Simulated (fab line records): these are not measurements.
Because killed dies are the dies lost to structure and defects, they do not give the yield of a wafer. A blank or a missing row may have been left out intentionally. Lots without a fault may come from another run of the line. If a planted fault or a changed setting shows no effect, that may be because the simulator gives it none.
Comparing a struck lot with a sound one -- flow sky130 -- 43 steps out of a route of 708
Sound: the wafers L438.1, L438.2, L438.5. Wafers struck: L444.3, L444.4, L444.6. The cause is named last.
Order at every step that has rows: each side's tool, ch and its chambers, its first start. Under that, the readings that differ: sound wafers -- struck wafers -- difference of the means -- sigmas: that difference in standard deviations of wafers without a fault.
alike: a reading whose means differ by less than 2 such deviations, as well as words and numbers matching on both sides. not compared: withheld readings; readings where some wafer has no value; bounds like >300 that might hide an equal value; numbers whose values overlap and for which the record gives no deviation.
Wherever a step has rows on one side only, a row that says differs or no value, or a row with sigmas, the two part there. Non-overlapping numbers with no deviation appear without sigmas and do not part them. Lack of a reading on every wafer of one side parts them only where that side has two or more wafers.

first, 5 steps without rows for these wafers: SKY_VIA3_COAT_07 (resist thk 450 nm); SKY_VIA3_SOFTBAKE_08 (time 90 s); SKY_VIA3_EXPOSE_09 (exposes mask VIM3, target cd 200 nm); SKY_VIA3_PEB_10; SKY_VIA3_DEVELOP_11 (develop time 60 s).
SKY_VIA3_CD_MEAS_12: target cd 200 nm.
  sound: cd-sem-02 at day 42 13:10; struck: cd-sem-02 at day 43 23:34
reading,sound,struck,difference,sigmas
cd-nm (nm),200.0 201.0 201.2,196.6 196.4 196.7,-4.2,-2
SKY_VIA3_OVL_MEAS_13:
  sound: overlay-01 at day 42 13:17; struck: overlay-01 at day 43 23:39
  alike: VIA3_OVL
SKY_VIA3_ETCH_14: etches BARC in N2/H2, stops on SiO2, time 45.9 s, target depth 60 nm.
  sound on rie-diel-02 ch 0,1,2, day 42 13:20; struck on rie-diel-01 ch 2,3, day 43 23:41
  alike: chamber-pressure-mTorr, drypump-motor-current-A, oes-product-au, throttle-valve-pct
  not compared: rf-hours-counter-h
then, 4 steps without rows for these wafers: SKY_VIA3_ETCH_15 (etches SiO2 in C4F8/O2/Ar, stops on TiN, target depth 507 nm, time 78 s); SKY_VIA3_STRIP_16 (strips in O2/N2); SKY_VIA3_STRIP_17 (strips in post etch residue remover, time 1200 s); SKY_VIA3_CLEAN_18 (cleans in IPA, time 180 s).
SKY_VIA3_CLEAN_19: cleans in O3/DIW.
  sound on wet-bench-03 ch 2, day 42 13:56; struck on wet-bench-01 ch 0, day 44 00:19
SKY_VIA3_SPUTTER_20: material TiN, target thk 20 nm, time 81.96 s.
  sound: pvd-sputter-01 at day 42 14:02; struck: pvd-sputter-01 at day 44 00:24
  alike: throttle-valve-pct
then, 1 step without rows for these wafers: SKY_VIA3_CVD_21 (deposits W, target thk 390 nm, time 117.31 s).
SKY_VIA3_RS_MEAS_22: the measuring method here is four-point-probe.
  sound: film-metro-02 at day 42 14:13; struck: film-metro-03 at day 44 00:37
  alike: VIA3_W_RS
SKY_VIA3_THK_MEAS_23: measures by xrf.
  sound: film-metro-02 at day 42 14:20; struck: film-metro-03 at day 44 00:43
  alike: VIA3_W_THK
SKY_VIA3_CMP_24: polishes, stops on SiO2, t overpolish 20 s, target thk 0 nm.
  sound on cmp-01 ch 2,3, day 42 14:23; struck on cmp-01 ch 0,2,3, day 44 00:52
  alike: motor-current-A, overpolish-run-s, platen-rpm, time-to-endpoint-s
SKY_METAL4_SPUTTER_00: material Ti, target thk 15 nm, time 10 s.
  sound: pvd-sputter-03 at day 42 14:41; struck: pvd-sputter-03 at day 44 01:04
  alike: throttle-valve-pct
then, 2 steps without rows for these wafers: SKY_METAL4_SPUTTER_01 (material TiN, target thk 20 nm, time 16.7 s); SKY_METAL4_SPUTTER_02 (material AlCu, target thk 735 nm, time 39.1 s).
SKY_METAL4_SPUTTER_03: material Ti, target thk 5 nm, time 3.3 s.
  sound: pvd-sputter-03 at day 42 14:47; struck: pvd-sputter-03 at day 44 01:09
  alike: throttle-valve-pct
then, 2 steps without rows for these wafers: SKY_METAL4_SPUTTER_04 (material TiN, target thk 70 nm, time 58.3 s); SKY_CAP2M_CVD_00 (deposits SiO2, target thk 15.5 nm).
SKY_CAP2M_THK_MEAS_01:
  sound: film-metro-04 at day 42 14:52; struck: film-metro-04 at day 44 01:16
  alike: CAP2M_CVD_00_THK
then, 1 step without rows for these wafers: SKY_CAP2M_SPUTTER_02 (material TiN, target thk 200 nm, time 166.7 s).
SKY_CAP2M_RS_MEAS_03: the measuring method here is four-point-probe.
  sound: film-metro-01 at day 42 15:02; struck: film-metro-03 at day 44 01:27
  alike: CAP2M_TIN_RS
SKY_CAP2M_THK_MEAS_04: measures by xrf.
  sound: film-metro-01 at day 42 15:10; struck: film-metro-03 at day 44 01:33
  alike: CAP2M_TIN_THK
then, 7 steps without rows for these wafers: SKY_CAP2M_DEHYDRATE_05 (time 60 s); SKY_CAP2M_HMDS_06 (prime time 60 s); SKY_CAP2M_COAT_07 (resist thk 1140 nm); SKY_CAP2M_SOFTBAKE_08 (time 60 s); SKY_CAP2M_EXPOSE_09 (exposes mask CAP2M, target cd 1000 nm); SKY_CAP2M_PEB_10; SKY_CAP2M_DEVELOP_11 (develop time 60 s).
SKY_CAP2M_OVL_MEAS_12:
  sound: overlay-01 at day 43 13:55; struck: overlay-01 at day 44 23:47
reading,sound,struck,difference,sigmas
CAP2M_OVL (nm),-0.9 -1.1 -2.7,1.1 1.4 3.4,+3.5,+3
then, 6 steps without rows for these wafers: SKY_CAP2M_METAL_ETCH_13 (etches TiN in Cl2/BCl3, stops on SiO2, target depth 220 nm, time 62.9 s); SKY_CAP2M_STRIP_14 (strips in O2/N2); SKY_CAP2M_STRIP_15 (strips in post etch residue remover, time 1200 s); SKY_CAP2M_CLEAN_16 (cleans in IPA, time 180 s); SKY_CAP2M_CLEAN_17 (cleans in O3/DIW); SKY_METAL4_DEHYDRATE_05 (time 60 s).
-- the record jumps here: 4 days lie between the struck wafers' starts before and after (it left off in module METAL4 and takes up again in module PAD_OPEN, whose first step shown is number 708 of the route) --
SKY_PAD_OPEN_PROBE_99:
  sound: prober-02 at day 48 06:37; struck: prober-02 at day 49 07:33
reading,sound,struck,difference,sigmas
defect-limited-yield (%),86.2 84.3 81.5,75.0 75.2 72.8,-9.7,-5
killed_at_M0_to_M3,32 43 44,79 76 90,+42,+7
killed-dies,68 77 91,123 122 134,+48,+5
sort_bin_3_pad_short (%),0.6 0.6 1.4,1.8 2.0 1.8,+1.0,+2
sort_bin_5_function (%),7.5 8.3 11.6,16.5 15.2 16.9,+7.1,+5
sort-n-pass,424 415 401,369 370 358,-48,-5
sort-yield-pct (%),86.2 84.3 81.5,75.0 75.2 72.8,-9.7,-5
model.etest.tester.sort-n-pass,424 415 401,369 370 358,-48,
model.etest.tester.sort-yield-pct (%),86.18 84.35 81.5,75 75.2 72.76,-10,
model.etest.tester.sort_bin_5_pct (%),7.52 8.333 11.59,16.46 15.24 16.87,+7.04,
model.etest.tester.sort_bin_3_pct (%),0.6098 0.6098 1.423,1.829 2.033 1.829,+1.016,
  alike: killed_at_M4_up, killed-at-contacts, killed-at-front-end, killed-at-other, killed-open, killed-short, sort_bin_6_memory

WHERE THEY PART
At SKY_VIA3_CD_MEAS_12 first; at SKY_PAD_OPEN_PROBE_99 last (within this record only).

WHY: what had been put in by the simulator
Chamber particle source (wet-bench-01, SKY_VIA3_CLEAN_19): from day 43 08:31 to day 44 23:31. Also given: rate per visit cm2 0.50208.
